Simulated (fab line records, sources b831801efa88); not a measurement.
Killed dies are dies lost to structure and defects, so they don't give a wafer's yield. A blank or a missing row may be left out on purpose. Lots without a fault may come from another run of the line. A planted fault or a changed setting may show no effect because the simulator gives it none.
Which tool did it? | flow gf180mcu | 11 lots, 33 wafers sampled, at 4 steps of a route of 602

WHAT THE GAUGES READ, wafer by wafer
GF_PSD_RS_MEAS_14: measures by four-point-probe.
lot  | measured     | on            | NSD_RS (ohm/sq)
L537 | day 14 06:26 | film_metro-03 | 46.14 46.14 46.22
L538 | day 14 10:48 | film_metro-02 | 46.24 46.26 46.32
L542 | day 15 22:46 | film_metro-02 | 46.41 46.25 46.37
L543 | day 16 08:46 | film_metro-03 | 46.25 46.25 46.28
L546 | day 17 14:41 | film_metro-01 | 46.18 46.15 46.15
L552 | day 19 17:25 | film_metro-01 | 46.06 46.03 46.08
L553 | day 20 02:03 | film_metro-02 | 73.92 73.78 73.60
L554 | day 20 08:39 | film_metro-02 | 73.13 72.84 72.90
L556 | day 21 03:07 | film_metro-02 | 46.26 46.34 46.26
L559 | day 22 01:20 | film_metro-02 | 46.29 46.21 46.20
L560 | day 22 12:33 | film_metro-01 | 46.14 46.11 46.10

WHICH TOOL RAN EACH LOT (tool, then ch and the chambers of the sampled wafers, then the start)
lot  | GF_NSD_IMPLANT_09               | GF_NSD_STRIP_11                      | GF_PSD_STRIP_10
L537 | implanter-04 ch 0, day 13 09:10 | plasma_asher-01 ch 1, day 13 09:28   | plasma_asher-03 ch 0,1, day 14 06:08
L538 | implanter-03 ch 0, day 13 13:44 | plasma_asher-02 ch 0,1, day 13 14:01 | plasma_asher-01 ch 0,1, day 14 10:26
L542 | implanter-02 ch 0, day 15 00:56 | plasma_asher-01 ch 0,1, day 15 01:11 | plasma_asher-01 ch 0,1, day 15 22:27
L543 | implanter-03 ch 0, day 15 10:22 | plasma_asher-03 ch 0,1, day 15 10:38 | plasma_asher-03 ch 0,1, day 16 08:28
L546 | implanter-02 ch 0, day 16 14:37 | plasma_asher-03 ch 0,1, day 16 14:55 | plasma_asher-03 ch 0,1, day 17 14:23
L552 | implanter-03 ch 0, day 18 16:22 | plasma_asher-03 ch 0,1, day 18 16:40 | plasma_asher-04 ch 0,1, day 19 17:07
L553 | implanter-03 ch 0, day 19 00:34 | plasma_asher-01 ch 0,1, day 19 00:52 | plasma_asher-04 ch 0,1, day 20 01:46
L554 | implanter-03 ch 0, day 19 07:07 | plasma_asher-03 ch 0,1, day 19 07:25 | plasma_asher-01 ch 0,1, day 20 08:22
L556 | implanter-02 ch 0, day 20 02:04 | plasma_asher-02 ch 0,1, day 20 02:22 | plasma_asher-04 ch 0,1, day 21 02:49
L559 | implanter-04 ch 0, day 21 00:38 | plasma_asher-03 ch 0,1, day 21 00:55 | plasma_asher-03 ch 0,1, day 22 01:02
L560 | implanter-02 ch 0, day 21 12:44 | plasma_asher-01 ch 0,1, day 21 13:02 | plasma_asher-03 ch 0,1, day 22 12:16
- GF_NSD_IMPLANT_09
- GF_NSD_STRIP_11: strips in O2/N2.
- GF_PSD_STRIP_10: strips in O2/N2.

THE ANSWER, worked out from the rows above alone
Rule: what is usual is taken from the lots themselves. Put in order of their means at a reading, lots are off if they are a third of the lots or fewer, leave a main group of 4 or more, and stand apart from it by a gap of 3 or more times the standard deviation of the main group's means; of several such gaps the widest counts. A main group whose means are all the same, to the digits that the tables above print for the reading, isn't used. A lot without any number at a reading at which 4 lots or more have one is off too. The other lots that the step has rows for count as sound.
Off: L553, L554, at GF_PSD_RS_MEAS_14 (NSD_RS). The main group: mean 46.21 ohm/sq, standard deviation 0.086.
A tool fits if, at a process step before that reading, it ran every lot that is off, and no sound lot after the first of them. The gauges at GF_PSD_RS_MEAS_14 are tried like those tools. One fits: implanter-03 at GF_NSD_IMPLANT_09. Its last sound lot is L552 (day 18 16:22), its first lot that is off L553 (day 19 00:34): a fault that began between those two fits.

WHAT THE SIMULATOR HAD PUT IN
Process parameter drift: implanter-03, from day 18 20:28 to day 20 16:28, at GF_NSD_IMPLANT_09. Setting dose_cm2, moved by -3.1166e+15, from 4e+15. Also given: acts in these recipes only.
Lots struck among those shown: L553, L554. The rule above found the same.
